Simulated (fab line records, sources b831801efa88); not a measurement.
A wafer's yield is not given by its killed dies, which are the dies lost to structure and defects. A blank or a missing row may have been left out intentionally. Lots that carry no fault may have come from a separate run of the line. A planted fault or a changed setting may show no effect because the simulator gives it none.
Which tool did it? -- flow gf180mcu -- Sampling: 12 lots, 36 wafers, 6 of 602 route steps

## WHAT THE GAUGES SHOWED, per wafer
GF_POLY_GATE_CD_MEAS_18. Usual: cd nm at 280.0 nm, with a standard deviation of 1.6.
lot,measured,on,cd nm (nm),flag
L487,day 9 03:06,cd sem-01,280.0 279.0 277.7,
L488,day 9 10:58,cd sem-02,279.3 278.4 282.2,
L495,day 12 01:32,cd sem-02,279.3 279.1 280.4,
L496,day 12 09:53,cd sem-02,278.6 281.3 280.7,
L497,day 12 12:07,cd sem-02,278.5 277.4 279.2,
L500,day 13 10:28,cd sem-01,280.4 281.1 282.0,
L505,day 14 15:26,cd sem-01,278.0 278.5 280.1,
L506,day 15 08:17,cd sem-01,278.9 280.0 279.1,
L507,day 15 09:34,cd sem-01,280.5 278.8 277.5,
L508,day 15 12:34,cd sem-01,281.0 281.0 281.7,
L509,day 15 18:53,cd sem-02,280.7 282.1 281.9,
L510,day 16 03:31,cd sem-01,283.5 283.1 280.7,

GF_HV_LDD_TW_MEAS_11. Usual: HV_LDD_TW 2411, standard deviation 14.
lot,measured,on,HV_LDD_TW,flag
L487,day 9 20:38,film metro-04,2431 2427 2435,
L488,day 10 04:50,film metro-01,2380 2390 2379,
L495,day 12 21:47,film metro-02,2193 2172 2186 2189 2177 2198,OFF
L496,day 13 06:19,film metro-02,2411 2398 2432,
L497,day 13 08:03,film metro-04,2186 2180 2191 2179 2188 2185,OFF
L500,day 14 06:42,film metro-01,2406 2404 2409,
L505,day 15 12:33,film metro-01,2409 2407 2390,
L506,day 16 06:55,film metro-04,2407 2416 2409,
L507,day 16 08:08,film metro-02,2418 2421 2422,
L508,day 16 10:59,film metro-04,2404 2425 2417,
L509,day 16 18:13,film metro-04,2427 2415 2412,
L510,day 17 02:32,film metro-02,2412 2420 2421,

GF_HV_LDD_OVL_MEAS_47. Usual: HV_LDD_03_OVL 0.1 nm, standard deviation 1.3.
lot,measured,on,HV_LDD_03_OVL (nm),flag
L487,day 12 05:02,overlay-01,0.0 0.2 0.6,
L488,day 12 12:38,overlay-01,-1.0 -0.7 2.0,
L495,day 15 12:41,overlay-01,0.7 -1.3 2.0,
L496,day 15 20:52,overlay-02,0.0 1.3 1.5,
L497,day 15 23:59,overlay-02,-1.3 -0.2 -1.7,
L500,day 17 01:36,overlay-01,0.8 0.8 -0.1,
L505,day 18 09:27,overlay-02,-2.6 -2.0 -1.9,
L506,day 19 05:56,overlay-02,-0.7 -0.3 1.1,
L507,day 19 08:13,overlay-01,-1.2 -0.9 -1.3,
L508,day 19 09:44,overlay-01,1.9 1.9 1.5,
L509,day 19 19:00,overlay-02,-1.8 -0.6 -0.2,
L510,day 20 02:45,overlay-01,0.0 -1.0 -0.5,

GF_HV_LDD_RS_MEAS_53: uses a four-point probe to measure. Usual: HV_LDD_RS 418.5 ohm/sq, standard deviation 0.99.
lot,measured,on,HV_LDD_RS (ohm/sq),flag
L487,day 12 05:30,film metro-01,418.3 418.3 417.6,
L488,day 12 13:07,film metro-04,419.4 418.2 417.7,
L495,day 15 13:10,film metro-01,395.6 395.0 394.4 394.7 395.5 395.6,OFF
L496,day 15 21:20,film metro-04,419.9 420.5 420.0,
L497,day 16 00:29,film metro-04,395.8 395.6 395.4 396.5 395.3 395.2,OFF
L500,day 17 02:10,film metro-02,418.6 419.4 418.6,
L505,day 18 09:59,film metro-01,417.3 418.2 418.6,
L506,day 19 06:25,film metro-04,418.6 417.2 417.2,
L507,day 19 08:48,film metro-01,417.7 415.7 416.6,
L508,day 19 10:13,film metro-04,418.5 418.5 418.2,
L509,day 19 19:31,film metro-04,417.2 418.7 418.3,
L510,day 20 03:14,film metro-01,417.4 418.3 417.6,

## WHAT TOOL EACH LOT RAN ON (gives the tool, then ch and the chambers of the sampled wafers, and finally the start)
lot,GF_HV_LDD_IMPLANT_09,GF_HV_LDD_STRIP_37
L487,"implanter-02 ch 0, day 9 20:23","plasma asher-03 ch 1, day 11 09:43"
L488,"implanter-02 ch 0, day 10 04:37","plasma asher-04 ch 0,1, day 11 18:10"
L495,"implanter-02 ch 0, day 12 21:28","plasma asher-01 ch 0,1, day 14 15:34"
L496,"implanter-03 ch 0, day 13 06:04","plasma asher-03 ch 0,1, day 14 23:43"
L497,"implanter-02 ch 0, day 13 07:51","plasma asher-03 ch 0,1, day 15 02:40"
L500,"implanter-03 ch 0, day 14 06:29","plasma asher-04 ch 0,1, day 16 02:35"
L505,"implanter-04 ch 0, day 15 12:20","plasma asher-01 ch 0,1, day 17 10:32"
L506,"implanter-02 ch 0, day 16 06:40","plasma asher-03 ch 0,1, day 18 06:21"
L507,"implanter-03 ch 0, day 16 07:55","plasma asher-01 ch 1, day 18 08:08"
L508,"implanter-02 ch 0, day 16 10:46","plasma asher-03 ch 0,1, day 18 09:58"
L509,"implanter-03 ch 0, day 16 18:01","plasma asher-03 ch 0,1, day 18 18:22"
L510,"implanter-02 ch 0, day 17 02:18","plasma asher-03 ch 0,1, day 19 02:18"
- GF_HV_LDD_IMPLANT_09
- GF_HV_LDD_STRIP_37: strips in O2/N2.

## AS READ BY THE TOOLS THEMSELVES (means over the sampled wafers that have a number; for cases with no such wafer, the mark the record gives instead)
GF_HV_LDD_IMPLANT_09. Usual: tilt deg 7.000 degrees, standard deviation 0.021.
lot,tool,tilt deg (degrees),flag
L487,implanter-02,7.023,
L488,implanter-02,6.989,
L495,implanter-02,0.006,OFF
L496,implanter-03,7.003,
L497,implanter-02,0.005,OFF
L500,implanter-03,6.974,
L505,implanter-04,6.987,
L506,implanter-02,6.997,
L507,implanter-03,6.985,
L508,implanter-02,7.004,
L509,implanter-03,7.006,
L510,implanter-02,7.028,

GF_HV_LDD_STRIP_37. Usual: drypump motor current A 5.9 A, standard deviation 0.49; heater power w 342 W, standard deviation 32; oes product au 0.717 a.u., standard deviation 0.0047; strip time to endpoint s 12.64 s, standard deviation 0.035.
lot,tool,drypump motor current A (A),heater power w (W),oes product au (a.u.),strip time to endpoint s (s),flag
L487,plasma asher-03,6.2,353,0.719,12.61,
L488,plasma asher-04,5.1,296,0.719,12.58,
L495,plasma asher-01,6.2,374,0.715,12.66,
L496,plasma asher-03,6.2,324,0.714,12.65,
L497,plasma asher-03,6.2,327,0.721,12.66,
L500,plasma asher-04,5.4,304,0.711,12.66,
L505,plasma asher-01,5.9,377,0.721,12.61,
L506,plasma asher-03,6.2,327,0.717,12.67,
L507,plasma asher-01,5.7,373,0.715,12.67,
L508,plasma asher-03,6.2,339,0.719,12.64,
L509,plasma asher-03,6.2,329,0.719,12.64,
L510,plasma asher-03,6.2,327,0.717,12.64,

## THE ANSWER, worked out from the rows above alone
Rule: a lot is off if the mean of its wafers that have a number lies more than 3 standard deviations from the usual mean. A lot without any number at a reading at which 4 lots or more have one is off too. Where the step has rows for the other lots, those lots are counted as sound. First the gauges in route order, then the tools' own readings, where a lot's mean is used as printed above. The first step at which some lot is off is used, and at that step the reading that is off furthest; a lot without a number counts as furthest.
Off: L495, L497, at GF_HV_LDD_TW_MEAS_11 (HV_LDD_TW).
A tool fits if, at a process step before that reading, it ran every lot that is off, and no sound lot after the first of them. The gauges at GF_HV_LDD_TW_MEAS_11 aren't tried: what is off there is off at GF_HV_LDD_IMPLANT_09 too, on other tools, and a gauge's error can't cause that. No candidate that was tried fits.

## WHAT HAD BEEN PUT IN BY THE SIMULATOR
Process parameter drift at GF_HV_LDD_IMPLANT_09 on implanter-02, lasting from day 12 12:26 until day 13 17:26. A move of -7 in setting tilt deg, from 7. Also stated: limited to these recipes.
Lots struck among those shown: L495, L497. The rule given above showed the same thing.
